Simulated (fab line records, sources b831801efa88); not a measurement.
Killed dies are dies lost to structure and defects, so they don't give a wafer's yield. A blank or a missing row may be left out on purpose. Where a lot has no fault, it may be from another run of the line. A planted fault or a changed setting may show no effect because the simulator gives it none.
fab line records ; flow gf180mcu
record lots=14; wafers=42; lastDay=34
route steps=602 shown V2@403 M3@423
lots with no fault: from the same line, run without faults
startH: hours from the record's first day to the start of the lot's first wafer shown ; waitH: hours from the lot's prior step to this one ; " identical to the entry in the row above ; L1.1+2: a row that stands for several wafers ; - value missing, or start not given ; * or withheld: withheld ; < > ~ a bound
route shown NAME@n: a module of which the file shows steps, and the number in the route of the first ; usual: mean/standard deviation taken from wafers without a fault ; same: alike in all rows ; chamber/n: place in a boat ; sites: readings site by site ; _std_site: the values' standard deviation ; _edge_site: the outer-site mean with the inner-site mean subtracted ; radiusMm: how far each site lies from the wafer's centre ; mask NAME#n: copy n ; behind: the last tool/chamber to shape the wafer ; hold: what put the lot on hold/how long, in hours/how the hold closed ; device: which transistor (n, p or np) failed to switch ; end of line: at the end of the route, the tests of the same wafers ; for a step that has no rows: nothing shown but its recipe ; killed: the dies lost at the first sort to structure and to defects; this is not the yield of the wafer ; map: dies across one wafer; x = killed, . = not, _ = none there
set.NAME: setting as actually run; set.NAME@STEP: the setting as run at that earlier step ; model.NAME: the simulator's own value behind a step, which no gauge read
steps of the route over a sample of lots; a table a step, a row a wafer
services: from which hour (startH, from the record's first day; less than 0 if before it) a tool's chamber was out of use, for how many hours, and why
## steps
# step GF_V2_SPUTTER_21
# recipe material=Ti; targetThkNm=15; chamberPressurePa=5; powerW=2500; substrateTempC=200; timeS=80.02
# usual chamberPressurePa=4.999/0.0095; throttleValvePct=30.1/0.86
lot.wafer;tool;chamber;startH;waitH;chamberPressurePa;throttleValvePct
L961.1;pvdSputter-03;-;464.51;0.0;4.998;30.1
L961.4;pvdSputter-03;-;464.51;0.0;4.986;29.7
L961.6;pvdSputter-03;-;464.51;0.0;4.994;29.5
L965.1;pvdSputter-04;-;501.10;0.0;4.987;29.2
L965.4;pvdSputter-04;-;501.10;0.0;4.999;30.7
L965.5;pvdSputter-04;-;501.10;0.0;4.992;30.7
L966.3;pvdSputter-04;-;510.39;0.0;5.001;30.5
L966.4;pvdSputter-04;-;510.39;0.0;5.029;30.3
L966.6;pvdSputter-04;-;510.39;0.0;5.010;30.7
L968.1;pvdSputter-02;-;524.05;0.0;5.005;29.2
L968.2;pvdSputter-02;-;524.05;0.0;5.012;29.1
L968.4;pvdSputter-02;-;524.05;0.0;4.999;31.8
L969.2;pvdSputter-02;-;530.65;0.0;5.003;29.2
L969.3;pvdSputter-02;-;530.65;0.0;4.992;30.3
L969.4;pvdSputter-02;-;530.65;0.0;5.012;29.2
L972.2;pvdSputter-03;-;557.76;0.0;5.017;29.7
L972.3;pvdSputter-03;-;557.76;0.0;4.989;30.9
L972.4;pvdSputter-03;-;557.76;0.0;5.006;29.4
L973.2;pvdSputter-03;-;564.70;0.0;4.991;29.4
L973.5;pvdSputter-03;-;564.70;0.0;4.993;29.5
L973.6;pvdSputter-03;-;564.70;0.0;4.995;30.6
L974.3;pvdSputter-04;-;575.44;0.0;4.991;30.0
L974.5;pvdSputter-04;-;575.44;0.0;5.001;30.7
L974.6;pvdSputter-04;-;575.44;0.0;4.981;28.9
L975.1;pvdSputter-02;-;582.74;0.0;4.982;30.8
L975.2;pvdSputter-02;-;582.74;0.0;4.989;31.4
L975.5;pvdSputter-02;-;582.74;0.0;5.000;29.2
L976.1;pvdSputter-03;-;592.54;0.0;5.007;29.8
L976.2;pvdSputter-03;-;592.54;0.0;4.994;31.0
L976.3;pvdSputter-03;-;592.54;0.0;4.991;30.6
L977.2;pvdSputter-02;-;598.10;0.0;4.994;28.8
L977.4;pvdSputter-02;-;598.10;0.0;5.004;30.8
L977.5;pvdSputter-02;-;598.10;0.0;4.992;30.6
L979.1;pvdSputter-04;-;612.60;0.0;5.002;29.0
L979.2;pvdSputter-04;-;612.60;0.0;5.003;30.6
L979.5;pvdSputter-04;-;612.60;0.0;4.997;30.9
L980.1;pvdSputter-02;-;619.29;0.0;5.002;28.9
L980.3;pvdSputter-02;-;619.29;0.0;5.010;29.0
L980.4;pvdSputter-02;-;619.29;0.0;4.990;30.4
L983.1;pvdSputter-02;-;648.72;0.0;5.003;29.1
L983.3;pvdSputter-02;-;648.72;0.0;5.018;29.5
L983.5;pvdSputter-02;-;648.72;0.0;5.001;28.9
# step GF_M3_CD_MEAS_14
# recipe targetCdNm=280
# usual cdNm=279.5/1.2
lot.wafer;tool;chamber;startH;waitH;cdNm
L961.1;cdSem-01;-;489.37;0.1;279.5
L961.4;cdSem-01;-;489.37;0.1;280.1
L961.6;cdSem-01;-;489.37;0.1;278.8
L965.1;cdSem-02;-;525.08;0.1;279.4
L965.4;cdSem-02;-;525.08;0.1;279.8
L965.5;cdSem-02;-;525.08;0.1;278.1
L966.3;cdSem-01;-;534.42;0.1;279.7
L966.4;cdSem-01;-;534.42;0.1;279.1
L966.6;cdSem-01;-;534.42;0.1;279.2
L968.1;cdSem-02;-;549.07;0.1;278.0
L968.2;cdSem-02;-;549.07;0.1;278.4
L968.4;cdSem-02;-;549.07;0.1;279.0
L969.2;cdSem-02;-;553.59;0.1;279.0
L969.3;cdSem-02;-;553.59;0.1;277.9
L969.4;cdSem-02;-;553.59;0.1;279.3
L972.2;cdSem-02;-;579.90;0.2;277.9
L972.3;cdSem-02;-;579.90;0.2;278.0
L972.4;cdSem-02;-;579.90;0.2;278.9
L973.2;cdSem-02;-;587.00;0.1;280.6
L973.5;cdSem-02;-;587.00;0.1;279.7
L973.6;cdSem-02;-;587.00;0.1;278.8
L974.3;cdSem-01;-;597.46;0.1;280.6
L974.5;cdSem-01;-;597.46;0.1;281.2
L974.6;cdSem-01;-;597.46;0.1;281.2
L975.1;cdSem-02;-;604.27;0.1;279.5
L975.2;cdSem-02;-;604.27;0.1;280.9
L975.5;cdSem-02;-;604.27;0.1;280.7
L976.1;cdSem-01;-;614.32;0.1;279.9
L976.2;cdSem-01;-;614.32;0.1;281.3
L976.3;cdSem-01;-;614.32;0.1;279.6
L977.2;cdSem-02;-;619.54;0.1;281.6
L977.4;cdSem-02;-;619.54;0.1;281.2
L977.5;cdSem-02;-;619.54;0.1;280.4
L979.1;cdSem-02;-;634.07;0.1;277.9
L979.2;cdSem-02;-;634.07;0.1;278.4
L979.5;cdSem-02;-;634.07;0.1;279.1
L980.1;cdSem-02;-;640.32;0.1;279.0
L980.3;cdSem-02;-;640.32;0.1;279.8
L980.4;cdSem-02;-;640.32;0.1;279.2
L983.1;cdSem-01;-;668.97;0.1;281.7
L983.3;cdSem-01;-;668.97;0.1;281.0
L983.5;cdSem-01;-;668.97;0.1;280.7
# step GF_M3_OVL_MEAS_15
# usual M3_OVL=3/5.2
lot.wafer;tool;chamber;startH;waitH;M3_OVL[nm]
L961.1;overlay-01;-;489.49;0.1;-4
L961.4;overlay-01;-;489.49;0.1;-1
L961.6;overlay-01;-;489.49;0.1;7
L965.1;overlay-01;-;525.20;0.1;2
L965.4;overlay-01;-;525.20;0.1;2
L965.5;overlay-01;-;525.20;0.1;2
L966.3;overlay-02;-;534.51;0.1;9
L966.4;overlay-02;-;534.51;0.1;11
L966.6;overlay-02;-;534.51;0.1;4
L968.1;overlay-02;-;549.19;0.1;1
L968.2;overlay-02;-;549.19;0.1;-8
L968.4;overlay-02;-;549.19;0.1;-6
L969.2;overlay-02;-;553.70;0.1;15
L969.3;overlay-02;-;553.70;0.1;9
L969.4;overlay-02;-;553.70;0.1;11
L972.2;overlay-02;-;580.01;0.1;6
L972.3;overlay-02;-;580.01;0.1;1
L972.4;overlay-02;-;580.01;0.1;2
L973.2;overlay-02;-;587.10;0.1;-12
L973.5;overlay-02;-;587.10;0.1;0
L973.6;overlay-02;-;587.10;0.1;-2
L974.3;overlay-02;-;597.56;0.1;3
L974.5;overlay-02;-;597.56;0.1;6
L974.6;overlay-02;-;597.56;0.1;-2
L975.1;overlay-02;-;604.39;0.1;-1
L975.2;overlay-02;-;604.39;0.1;-2
L975.5;overlay-02;-;604.39;0.1;-2
L976.1;overlay-02;-;614.44;0.1;-3
L976.2;overlay-02;-;614.44;0.1;8
L976.3;overlay-02;-;614.44;0.1;-6
L977.2;overlay-02;-;619.65;0.1;8
L977.4;overlay-02;-;619.65;0.1;14
L977.5;overlay-02;-;619.65;0.1;11
L979.1;overlay-02;-;634.19;0.1;3
L979.2;overlay-02;-;634.19;0.1;4
L979.5;overlay-02;-;634.19;0.1;3
L980.1;overlay-02;-;640.44;0.1;-2
L980.3;overlay-02;-;640.44;0.1;-2
L980.4;overlay-02;-;640.44;0.1;1
L983.1;overlay-01;-;669.09;0.1;5
L983.3;overlay-01;-;669.09;0.1;5
L983.5;overlay-01;-;669.09;0.1;-3
# step GF_M3_METAL_ETCH_16
# recipe chemistry=Cl2/BCl3; maskMaterial=KrF; targetDepthNm=627.5; stopOn=SiO2; pressureMtorr=8; icpW=800; biasW=140; Cl2_flow_sccm=80; bcl3FlowSccm=40; timeS=104.6
# usual bcl3FlowSccm=40.00/0.13; biasW=140.0/0.43; drypumpMotorCurrentA=5.8/0.37; oesProductAu=0.973/0.0074; throttleValvePct=28.248/0.01
lot.wafer;tool;chamber;startH;waitH;bcl3FlowSccm;biasW;drypumpMotorCurrentA;oesProductAu;rfHoursCounterH;throttleValvePct
L961.1;rieMetal-02;0;489.53;0.0;40.00;140.9;6.1;0.980;11;28.244
L961.4;rieMetal-02;0;489.53;0.0;39.97;140.3;6.0;0.977;-;28.241
L961.6;rieMetal-02;0;489.53;0.0;39.87;140.2;6.1;0.981;-;28.233
L965.1;rieMetal-01;1;525.23;0.0;40.07;139.7;5.0;0.971;12;28.241
L965.4;rieMetal-01;0;525.23;0.0;39.88;139.3;6.2;0.980;-;28.250
L965.5;rieMetal-01;1;525.23;0.0;39.94;139.9;5.0;0.978;-;28.235
L966.3;rieMetal-02;1;534.61;0.1;40.07;139.5;6.2;0.952;-;28.272
L966.4;rieMetal-02;1;534.61;0.1;39.80;139.8;6.2;0.970;-;28.255
L966.6;rieMetal-02;1;534.61;0.1;39.97;140.1;6.2;0.965;-;28.258
L968.1;rieMetal-03;0;549.22;0.0;40.22;140.3;5.6;0.978;5;28.247
L968.2;rieMetal-03;1;549.22;0.0;39.85;140.3;5.7;0.974;10;28.232
L968.4;rieMetal-03;1;549.22;0.0;40.01;140.4;5.7;0.974;-;28.261
L969.2;rieMetal-01;0;553.77;0.1;39.84;140.4;6.2;0.960;-;28.257
L969.3;rieMetal-01;0;553.77;0.1;39.73;140.5;6.2;0.976;-;28.267
L969.4;rieMetal-01;0;553.77;0.1;39.73;140.1;6.2;0.968;-;28.241
L972.2;rieMetal-02;1;580.04;0.0;-;-;-;-;-;-
L972.3;rieMetal-02;1;580.04;0.0;-;-;-;-;-;-
L972.4;rieMetal-02;0;580.04;0.0;-;-;-;-;-;-
L973.2;rieMetal-03;0;587.17;0.1;-;-;-;-;-;-
L973.5;rieMetal-03;0;587.17;0.1;-;-;-;-;-;-
L973.6;rieMetal-03;0;587.17;0.1;-;-;-;-;-;-
L974.3;rieMetal-01;1;597.62;0.1;40.00;139.5;5.0;0.970;-;28.256
L974.5;rieMetal-01;0;597.62;0.1;40.14;140.3;6.2;0.965;-;28.256
L974.6;rieMetal-01;1;597.62;0.1;39.94;139.9;5.0;0.966;-;28.248
L975.1;rieMetal-02;0;604.43;0.0;39.94;139.8;6.1;0.971;1;28.247
L975.2;rieMetal-02;1;604.43;0.0;40.10;140.2;6.2;0.976;10;28.244
L975.5;rieMetal-02;0;604.43;0.0;40.01;139.4;6.1;0.971;-;28.257
L976.1;rieMetal-03;1;614.48;0.0;39.89;141.0;5.7;0.978;0;28.271
L976.2;rieMetal-03;0;614.48;0.0;40.16;140.1;5.7;0.984;7;28.234
L976.3;rieMetal-03;1;614.48;0.0;40.16;140.9;5.7;0.974;-;28.241
L977.2;rieMetal-02;0;619.68;0.0;39.90;140.3;6.1;0.968;2;28.239
L977.4;rieMetal-02;0;619.68;0.0;40.07;140.4;6.1;0.982;-;28.223
L977.5;rieMetal-02;0;619.68;0.0;40.06;139.9;6.1;0.977;-;28.259
L979.1;rieMetal-02;0;634.23;0.0;40.08;141.2;6.1;0.975;2;28.244
L979.2;rieMetal-02;1;634.23;0.0;39.75;140.4;6.3;0.964;11;28.246
L979.5;rieMetal-02;0;634.23;0.0;40.11;141.1;6.1;0.963;-;28.257
L980.1;rieMetal-03;1;640.48;0.0;39.95;140.0;5.7;0.984;1;28.240
L980.3;rieMetal-03;1;640.48;0.0;39.90;140.3;5.7;0.972;-;28.263
L980.4;rieMetal-03;0;640.48;0.0;40.21;139.8;5.7;0.981;-;28.245
L983.1;rieMetal-02;1;669.13;0.0;40.03;140.3;6.2;0.962;13;28.262
L983.3;rieMetal-02;1;669.13;0.0;39.98;140.1;6.2;0.964;-;28.263
L983.5;rieMetal-02;1;669.13;0.0;40.02;139.9;6.2;0.970;-;28.251
# step GF_M3_STRIP_17
# recipe chemistry=O2/N2; powerW=1400; pressureMtorr=1500; platenTempC=250; o2FlowSccm=3000; n2FlowSccm=300; overashFraction=0.5
# usual drypumpMotorCurrentA=5.75/0.23; heaterPowerW=306/32; n2FlowSccm=299.9/0.91; oesProductAu=0.557/0.0057; stripTimeToEndpointS=7.86/0.085
lot.wafer;tool;chamber;startH;waitH;drypumpMotorCurrentA;heaterPowerW;n2FlowSccm;oesProductAu;rfHoursCounterH;stripTimeToEndpointS
L961.1;plasmaAsher-02;1;489.75;0.2;5.64;322;299.9;0.561;6;7.67
L961.4;plasmaAsher-02;0;489.75;0.2;5.60;311;299.5;0.549;-;7.68
L961.6;plasmaAsher-02;1;489.75;0.2;5.61;313;299.4;0.557;-;7.72
L965.1;plasmaAsher-02;0;525.34;0.1;5.60;304;298.6;0.568;10;7.88
L965.4;plasmaAsher-02;1;525.34;0.1;5.59;309;299.8;0.563;-;7.87
L965.5;plasmaAsher-02;1;525.34;0.1;5.61;319;299.5;0.555;-;7.88
L966.3;plasmaAsher-02;0;534.79;0.1;5.56;314;298.5;0.562;-;7.92
L966.4;plasmaAsher-02;1;534.79;0.1;5.63;313;297.9;0.556;-;7.92
L966.6;plasmaAsher-02;1;534.79;0.1;5.64;320;298.8;0.572;-;7.90
L968.1;plasmaAsher-02;0;549.34;0.1;5.62;311;299.1;0.558;13;7.80
L968.2;plasmaAsher-02;1;549.34;0.1;5.61;317;299.6;0.559;13;7.80
L968.4;plasmaAsher-02;1;549.34;0.1;5.62;310;300.5;0.555;-;7.81
L969.2;plasmaAsher-02;0;553.95;0.1;5.56;310;299.8;0.562;13;7.95
L969.3;plasmaAsher-02;0;553.95;0.1;5.57;308;300.9;0.565;-;8.00
L969.4;plasmaAsher-02;1;553.95;0.1;5.61;321;300.0;0.566;-;7.99
L972.2;plasmaAsher-04;0;580.15;0.1;6.23;241;298.7;0.657;98;10.22
L972.3;plasmaAsher-04;1;580.15;0.1;5.70;325;299.5;0.666;-;10.27
L972.4;plasmaAsher-04;0;580.15;0.1;6.27;248;298.9;0.663;-;10.25
L973.2;plasmaAsher-02;1;587.36;0.1;5.65;314;299.8;0.649;17;10.22
L973.5;plasmaAsher-02;0;587.36;0.1;5.60;309;300.2;0.652;-;10.21
L973.6;plasmaAsher-02;1;587.36;0.1;5.64;316;299.7;0.662;-;10.18
L974.3;plasmaAsher-02;1;597.73;0.1;5.64;313;300.2;0.559;-;7.94
L974.5;plasmaAsher-02;0;597.73;0.1;5.61;306;301.0;0.565;-;7.98
L974.6;plasmaAsher-02;1;597.73;0.1;5.65;317;299.7;0.558;-;7.98
L975.1;plasmaAsher-02;0;604.54;0.1;5.59;311;300.7;0.550;18;7.82
L975.2;plasmaAsher-02;1;604.54;0.1;5.60;311;299.0;0.557;18;7.94
L975.5;plasmaAsher-02;1;604.54;0.1;5.66;313;298.2;0.552;-;7.91
L976.1;plasmaAsher-02;0;614.59;0.1;5.63;308;299.3;0.556;20;7.91
L976.2;plasmaAsher-02;1;614.59;0.1;5.62;315;300.4;0.556;20;7.87
L976.3;plasmaAsher-02;1;614.59;0.1;5.61;319;300.6;0.560;-;7.89
L977.2;plasmaAsher-04;1;619.79;0.1;5.76;319;299.9;0.556;103;7.86
L977.4;plasmaAsher-04;0;619.79;0.1;6.26;244;300.7;0.559;-;7.85
L977.5;plasmaAsher-04;1;619.79;0.1;5.72;320;300.4;0.560;-;7.83
L979.1;plasmaAsher-02;1;634.34;0.1;5.62;314;298.7;0.550;22;7.78
L979.2;plasmaAsher-02;0;634.34;0.1;5.58;307;300.2;0.560;22;7.96
L979.5;plasmaAsher-02;1;634.34;0.1;5.64;319;298.7;0.551;-;7.80
L980.1;plasmaAsher-04;1;640.59;0.1;5.71;325;299.8;0.563;105;7.94
L980.3;plasmaAsher-04;0;640.59;0.1;6.22;243;300.5;0.556;-;7.89
L980.4;plasmaAsher-04;1;640.59;0.1;5.72;326;299.1;0.541;-;7.83
L983.1;plasmaAsher-04;1;669.24;0.1;5.74;323;299.7;0.560;108;8.02
L983.3;plasmaAsher-04;0;669.24;0.1;6.23;245;301.7;0.563;-;8.06
L983.5;plasmaAsher-04;1;669.24;0.1;5.72;331;299.5;0.555;-;8.01
## services
tool;chamber;startH;hours;kind
rieMetal-02;1;488.68;26.9;repair
rieMetal-02;0;494.90;21.2;repair
pvdSputter-03;-;504.02;0.9;repair
plasmaAsher-04;-;508.74;2.8;pm
rieMetal-02;0;528.82;6.7;repair
rieMetal-02;0;535.57;-;clean
rieMetal-02;0;535.57;18.0;scheduledDown
rieMetal-02;0;535.57;18.0;ventCycle
rieMetal-01;-;558.94;2.8;pm
plasmaAsher-04;-;560.62;1.3;repair
pvdSputter-03;3;562.72;-;consumableReplace:kit
pvdSputter-03;3;562.72;18.0;scheduledDown
pvdSputter-03;3;562.72;18.0;ventCycle
rieMetal-03;1;586.28;-;clean
rieMetal-03;1;586.28;18.9;scheduledDown
rieMetal-03;1;586.28;18.9;ventCycle
rieMetal-03;-;597.38;0.4;repair
rieMetal-03;-;608.94;0.2;repair
rieMetal-01;-;616.04;1.4;pm
rieMetal-01;0;624.43;4.0;repair
pvdSputter-02;2;634.92;-;consumableReplace:kit
pvdSputter-02;2;634.92;18.0;scheduledDown
pvdSputter-02;2;634.92;18.0;ventCycle
pvdSputter-04;3;645.40;-;consumableReplace:kit
## key
firstSign step=GF_M3_METAL_ETCH_16; reading=toolRecord; direction=missing
effect step=GF_M3_STRIP_17; reading=stripTimeToEndpointS; direction=up; sigmas=28; usual=*; struck=*
metAt GF_M3_METAL_ETCH_16
struckLots L972,L973
laterRowsLeftOut L972.2,L972.3,L972.4,L973.2,L973.5,L973.6
sortLeftOut L972.2,L972.3,L972.4,L973.2,L973.5,L973.6
notActingAt GF_V2_SPUTTER_21,GF_M3_CD_MEAS_14,GF_M3_OVL_MEAS_15
onsetBetween 549.22 580.04
fault kind=skippedStepWhole; tool=rieMetal-02,rieMetal-03; chamber=-; onsetH=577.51; steps=GF_M3_METAL_ETCH_16; scope=struckLotsOnly
# sortLeftOut: the simulated sort isn't trusted on such a fault, so these wafers' sort isn't shown, and their yield isn't known
# laterRowsLeftOut: the simulator's readings of these wafers behind a module that went badly wrong aren't trusted and aren't shown, but for the sort
